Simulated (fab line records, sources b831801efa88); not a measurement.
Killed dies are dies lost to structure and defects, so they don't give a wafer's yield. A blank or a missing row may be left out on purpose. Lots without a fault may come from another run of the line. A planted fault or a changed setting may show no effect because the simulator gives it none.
Which tool did it? | flow gf180mcu | 6 lots, 17 wafers sampled, at 1 step of a route of 602

WHAT THE GAUGES READ, wafer by wafer
GF_M2_RS_MEAS_05: measures by four-point-probe.
lot  | measured     | on            | M2_ALCU_RS (ohm/sq)
L262 | day 19 02:34 | film_metro-01 | 0.0692 0.0705 0.0685
L265 | day 20 19:20 | film_metro-01 | 0.0698 0.0705 0.0693
L271 | day 22 22:16 | film_metro-03 | 0.0694 0.0700
L277 | day 24 19:04 | film_metro-01 | 0.0690 0.0703 0.0689
L279 | day 25 05:46 | film_metro-01 | 0.0704 0.0697 0.0697
L282 | day 26 01:42 | film_metro-03 | 0.0703 0.0706 0.0697

WHICH TOOL RAN EACH LOT (tool, then ch and the chambers of the sampled wafers, then the start)
The record holds no process step before these readings.

THE ANSWER, worked out from the rows above alone
Rule: what is usual is taken from the lots themselves. Put in order of their means at a reading, lots are off if they are a third of the lots or fewer, leave a main group of 4 or more, and stand apart from it by a gap of 3 or more times the standard deviation of the main group's means; of several such gaps the widest counts. A main group whose means are all the same, to the digits that the tables above print for the reading, isn't used. A lot without any number at a reading at which 4 lots or more have one is off too. The other lots that the step has rows for count as sound.
No lot is off at any reading shown: from this, nothing can be told.

WHAT THE SIMULATOR HAD PUT IN
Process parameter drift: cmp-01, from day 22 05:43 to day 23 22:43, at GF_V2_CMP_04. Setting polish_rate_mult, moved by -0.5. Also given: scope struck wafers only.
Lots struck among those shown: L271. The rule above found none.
